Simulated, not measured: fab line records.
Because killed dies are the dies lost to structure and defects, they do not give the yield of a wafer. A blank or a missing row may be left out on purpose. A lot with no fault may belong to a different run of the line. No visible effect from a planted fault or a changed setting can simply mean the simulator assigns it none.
2 desks, one fault	flow gf180mcu	only its own numbers are on each desk; what lay behind them is given at the end

== AT THE TOOL OWNER'S DESK: krf_scanner-02 ==
The tool's own readings at GF_POLY_GATE_EXPOSE_07 (exposes mask Poly2, target cd 280 nm): means of the sampled wafers that have a number, for each lot that ran on this tool. A lot is out of limits, marked OUT, if its mean lies more than 4 standard deviations from the usual mean; the brackets give that distance.
Columns: A = exposure_dose_mJ_cm2 at GF_POLY_GATE_EXPOSE_07, usual 27.977; B = focus_offset_nm at GF_POLY_GATE_EXPOSE_07, usual -0.1 nm
lot	first seen here	A	B
L126	day 10 00:00	27.961	-0.2
L127	day 10 08:22	27.989	0.5
L129	day 10 19:00	27.982	-0.3
L132	day 11 22:18	27.965	0.0
L136	day 13 05:38	27.976	0.2
L144	day 15 06:53	27.971	-0.2
L145	day 15 21:39	27.997	-0.2
Result from this desk: across the 7 lots, nothing is out of limits.

== THE METROLOGY DESK ==
Means of the sampled wafers that have a number, per lot and without regard to the tool the lot ran on: this is what the gauges read. A lot is out of limits, marked OUT, if its mean lies more than 4 standard deviations from the usual mean; the brackets give that distance.
Columns: A = STI_OXIDATION_01_THK at GF_STI_THK_MEAS_22, usual 15.02 nm; B = cd_nm at GF_HV_LDD_CD_MEAS_07, usual 399.6 nm
lot	first seen here	A	B
L122	day 2 04:08	14.90	398.6
L124	day 2 14:49	15.39	401.1
L125	day 2 19:08	15.32	401.3
L126	day 3 00:10	15.05	398.9
L127	day 3 05:40	15.02	402.4
L128	day 3 10:25	14.97	399.6
L129	day 3 15:08	15.36	399.7
L132	day 4 07:09	15.28	396.8
L133	day 4 13:02	15.00	-
L134	day 4 19:58	15.16	-
L136	day 5 02:57	14.79	401.9
L142	day 6 09:58	14.71	398.7
L144	day 6 21:50	14.87	396.5
L145	day 7 01:28	14.68	400.2
Result from this desk: across the 14 lots, nothing is out of limits.

== TAKEN TOGETHER ==
Nothing out of limits was seen by the tool owner's desk.
At the metrology desk, nothing out of limits was observed.

== WHAT HAD BEEN PUT IN BY THE SIMULATOR ==
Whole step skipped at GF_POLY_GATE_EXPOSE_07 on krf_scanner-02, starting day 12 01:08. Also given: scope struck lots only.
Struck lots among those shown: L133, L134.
